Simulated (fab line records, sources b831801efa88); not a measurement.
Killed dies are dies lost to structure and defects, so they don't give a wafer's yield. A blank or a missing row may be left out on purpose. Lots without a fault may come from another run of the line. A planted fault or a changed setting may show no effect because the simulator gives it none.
A struck lot beside a sound one | flow gf180mcu | 20 steps out of a route of 602
Sound: wafers L540.1, L540.5, L540.6. Struck: wafers L528.1, L528.3, L528.5. The cause comes at the end.
At each step with rows: each side's tool, then ch and its chambers, then its first start. Under that, the readings that differ: sound wafers | struck wafers | difference of the means | sigmas: that difference in standard deviations of wafers without a fault.
alike: readings whose means differ by less than 2 such deviations, and words and numbers that are the same on both sides. not compared: withheld readings, readings that some wafer has no value for, bounds like >300 that may hide the same value, and numbers for which the record gives no deviation and whose values overlap.
The two part at a step that has a row with sigmas, a row that says differs or no value, or rows on one side only. Numbers that don't overlap but have no deviation are shown without sigmas and don't part them. A reading that every wafer of one side lacks parts them only if that side has two wafers or more.

first, 1 step without rows for these wafers: GF_V4_CVD_00 (deposits SiO2, target thk 600 nm, time 100 s).
GF_V4_THK_MEAS_01:
  sound on film_metro-02, day 28 21:47; struck on film_metro-02, day 24 23:33
  alike: V4_CVD_00_THK
GF_V4_CVD_02: deposits SiO2 from TEOS, target thk 850 nm, time 94.851 s.
  sound on pecvd-03 ch 0,1,2, day 28 21:50; struck on pecvd-01 ch 1,2, day 24 23:37
  alike: heater_power_w
GF_V4_THK_MEAS_03:
  sound on film_metro-02, day 28 21:55; struck on film_metro-02, day 24 23:41
  alike: V4_CVD_02_THK
GF_V4_CMP_04: polishes SiO2.
  sound on cmp-02 ch 0,3, day 28 21:58; struck on cmp-01 ch 2,3, day 24 23:47
  alike: motor_current_A, slurry_filter_dp_kPa, time_to_endpoint_s
GF_V4_BOW_MEAS_05:
  sound on film_metro-03, day 28 22:16; struck on film_metro-03, day 25 00:02
  alike: V4_BOW
then, 6 steps without rows for these wafers: GF_V4_DEHYDRATE_06 (time 60 s); GF_V4_HMDS_07 (prime time 60 s); GF_V4_COAT_08; GF_V4_COAT_09 (resist thk 1000 nm); GF_V4_SOFTBAKE_10 (time 60 s); GF_V4_EXPOSE_11 (exposes mask Via4, target cd 260 nm).
GF_V4_PEB_12: peb time 90 s.
  sound on litho_track-02 ch 0, day 29 16:26; struck on litho_track-04 ch 0, day 25 21:25
  reading                  | sound             | struck            | difference | sigmas
  heater_power_total_W (W) | 85.86 85.74 85.68 | 92.24 92.00 92.23 | +6.40      | +80
  alike: resist_line_temp_C
then, 1 step without rows for these wafers: GF_V4_DEVELOP_13 (develop time 60 s).
GF_V4_CD_MEAS_14: target cd 260 nm.
  sound on cd_sem-01, day 29 16:47; struck on cd_sem-02, day 25 21:53
  alike: cd_nm
GF_V4_OVL_MEAS_15:
  sound on overlay-01, day 29 16:54; struck on overlay-02, day 25 22:00
  alike: V4_OVL
GF_V4_ETCH_16: etches BARC in N2/H2.
  sound on rie_diel-04 ch 1,2, day 29 16:56; struck on rie_diel-03 ch 2,3, day 25 22:02
  reading             | sound             | struck            | difference | sigmas
  model.V4.cd_nm (nm) | 257.7 257.2 258.2 | 254.4 255.7 256.2 | -2.3       |
  alike: drypump_motor_current_A, oes_product_au, throttle_valve_pct
GF_V4_ETCH_17: etches SiO2 in C4F8/O2/Ar, stops on TiN, target depth 630 nm.
  sound on rie_diel-04 ch 1,2; struck on rie_diel-03 ch 2,3
  reading             | sound             | struck            | difference | sigmas
  model.V4.cd_nm (nm) | 257.4 256.8 258.2 | 254.2 255.9 255.9 | -2.1       |
  alike: oes_product_au
GF_V4_STRIP_18: strips in O2/N2.
  sound on plasma_asher-02 ch 0,1, day 29 17:04; struck on plasma_asher-02 ch 0,1, day 25 22:10
  alike: drypump_motor_current_A, heater_power_w, o2_flow_sccm, oes_product_au
  not compared: rf_hours_counter_h
-- the record jumps here: 5 days lie between the struck wafers' starts before and after (it left off in module V4 and takes up again in module PASSIVATION, whose first step shown is number 602 of the route) --
GF_PASSIVATION_PROBE_99:
  the record has rows for the struck wafers here (prober-01, day 30 14:59) and none for the sound ones

WHERE THEY PART
First at GF_V4_PEB_12; last, within this record, at GF_PASSIVATION_PROBE_99.

WHY: what the simulator had put in
Process parameter drift: litho_track-04, from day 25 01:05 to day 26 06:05, at GF_V4_PEB_12. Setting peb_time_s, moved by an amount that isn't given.
